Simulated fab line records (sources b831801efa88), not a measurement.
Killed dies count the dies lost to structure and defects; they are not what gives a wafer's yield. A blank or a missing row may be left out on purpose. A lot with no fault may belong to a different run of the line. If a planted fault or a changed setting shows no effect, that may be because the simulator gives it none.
2 desks, one fault / flow sky130 / numbers are kept per desk, each desk with only its own; the story behind them comes last

THE METROLOGY DESK
What the gauges read, lot by lot, whatever tool the lot ran on: means of the sampled wafers that have a number. If a lot's mean is further than 4 standard deviations from the usual mean, the lot is out of limits and carries the mark OUT (the distance appears in the brackets).
Columns: A = VT_ADJUST_PCH_TW at SKY_VT_ADJUST_PCH_TW_MEAS_10, usual 142.0; B = cd-nm at SKY_SONOS_ONO_CD_MEAS_13, usual 409.2 nm
lot=L963; first seen here=day 10 15:10; A=143.0; B=407.9
lot=L964; first seen here=day 10 19:04; A=141.8; B=411.1
lot=L965; first seen here=day 11 00:15; A=142.0; B=408.8
lot=L966; first seen here=day 11 06:38; A=143.6; B=408.6
lot=L967; first seen here=day 11 19:26; A=141.9; B=408.1
lot=L971; first seen here=day 12 20:22; A=142.6; B=409.3
lot=L976; first seen here=day 14 18:22; A=140.7; B=410.0
lot=L977; first seen here=day 14 23:54; A=141.1; B=412.7
lot=L978; first seen here=day 15 09:37; A=140.7; B=407.1
lot=L979; first seen here=day 15 13:28; A=142.3; B=408.3
lot=L983; first seen here=day 16 16:00; A=140.9; B=409.0
lot=L984; first seen here=day 17 00:48; A=142.6; B=412.8
lot=L985; first seen here=day 18 09:20; A=141.6; B=408.7
This desk found nothing out of limits on any of the 13 lots.

TOOL OWNER'S DESK, wet-bench-01
The tool's own readings at SKY_FIELD_ISO_WET_ETCH_18 (etches Si3N4 in H3PO4, target depth 25 nm, time 286 s): means of the sampled wafers that have a number, for each lot that ran on this tool. If a lot's mean is further than 4 standard deviations from the usual mean, the lot is out of limits and carries the mark OUT (the distance appears in the brackets).
Columns: A = run-length-s at SKY_FIELD_ISO_WET_ETCH_18, usual 313 s
lot=L966; first seen here=day 3 01:16; A=320
lot=L971; first seen here=day 4 05:10; A=312
lot=L976; first seen here=day 5 10:55; A=60 (-70) OUT
lot=L977; first seen here=day 5 15:25; A=58 (-71) OUT
Finding of this desk: L976, L977 out of limits; the first was L976 at day 5 10:55, on run-length-s at SKY_FIELD_ISO_WET_ETCH_18. L966, L971: within limits.

PUT TOGETHER
The tool owner's desk had the chance to raise an alarm at day 5 10:55 on L976, L977.
From the metrology desk's view, nothing was out of limits.
The metrology desk has L976, L977 on record, within its limits.
On wet-bench-01, each named lot ran SKY_FIELD_ISO_WET_ETCH_18.

WHAT WAS PUT IN BY THE SIMULATOR
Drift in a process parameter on wet-bench-01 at SKY_FIELD_ISO_WET_ETCH_18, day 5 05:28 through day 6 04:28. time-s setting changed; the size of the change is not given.
Struck lots among those shown: L976, L977.
Time in hours from fault onset to the first out-of-limits reading at each desk: the tool owner's desk, 5.
